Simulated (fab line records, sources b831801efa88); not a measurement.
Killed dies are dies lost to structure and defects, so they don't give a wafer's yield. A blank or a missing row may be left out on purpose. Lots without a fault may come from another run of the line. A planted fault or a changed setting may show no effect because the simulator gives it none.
Chamber matching | flow gf180mcu | GF_V2_CVD_02 on pecvd-02: 3 sister chambers
The step deposits SiO2 from TEOS, target thk 850 nm, time 94.851 s. 27 wafers are shown with their chamber, then 12 later ones without.

WAFERS WITH THEIR CHAMBER
wafer  | chamber | heater_power_w (W)
L074.3 | 2       | 696
L074.5 | 2       | 745
L074.6 | 1       | 563
L077.1 | 2       | 657
L077.3 | 1       | 668
L077.5 | 0       | 642
L079.1 | 2       | 633
L079.2 | 1       | 667
L079.3 | 0       | 596
L079.4 | 0       | 643
L079.5 | 2       | 689
L079.6 | 1       | 698
L081.2 | 1       | 625
L081.4 | 1       | 678
L081.6 | 2       | 702
L084.4 | 1       | 695
L084.5 | 0       | 578
L084.6 | 2       | 667
L086.1 | 1       | 608
L086.2 | 2       | 664
L086.3 | 0       | 686
L086.4 | 1       | 655
L086.5 | 0       | 700
L086.6 | 2       | 690
L087.1 | 2       | 682
L087.2 | 0       | 699
L087.3 | 1       | 692

SIGNATURES (means of the wafers above)
reading        | chamber 0 | chamber 1 | chamber 2 | scatter within a chamber
heater_power_w | 649.14    | 654.90    | 682.50    | 40.8
Rule: a wafer's distance from a chamber is the root of the sum, over the readings, of the square of ((its reading less the chamber's mean) divided by the reading's scatter). The wafer belongs to the nearest chamber; if the next one is less than 2 further off, it can't be placed. The scatter: the root of (the sum of the squares of (reading less its chamber's mean) over the shown wafers, divided by (wafers less chambers)).

WAFERS WITHOUT THEIR CHAMBER
wafer  | heater_power_w (W)
L087.4 | 720
L087.5 | 707
L087.6 | 701
L090.2 | 708
L090.3 | 660
L090.6 | 555
L091.3 | 721
L091.5 | 723
L091.6 | 631
L097.1 | 685
L097.2 | 582
L097.3 | 597

WHICH CHAMBER EACH WENT THROUGH
wafer  | from the rows above          | in truth
L087.4 | can't be placed: 2 or 1 or 0 | 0
L087.5 | can't be placed: 2 or 1 or 0 | 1
L087.6 | can't be placed: 2 or 1 or 0 | 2
L090.2 | can't be placed: 2 or 1 or 0 | 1
L090.3 | can't be placed: 1 or 0 or 2 | 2
L090.6 | can't be placed: 0 or 1 or 2 | 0
L091.3 | can't be placed: 2 or 1 or 0 | 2
L091.5 | can't be placed: 2 or 1 or 0 | 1
L091.6 | can't be placed: 0 or 1 or 2 | 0
L097.1 | can't be placed: 2 or 1 or 0 | 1
L097.2 | can't be placed: 0 or 1 or 2 | 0
L097.3 | can't be placed: 0 or 1 or 2 | 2
Placed correctly: 0 of 12. Can't be placed from these rows: 12 (the true chamber is among the candidates in 12). Placed wrongly: 0.
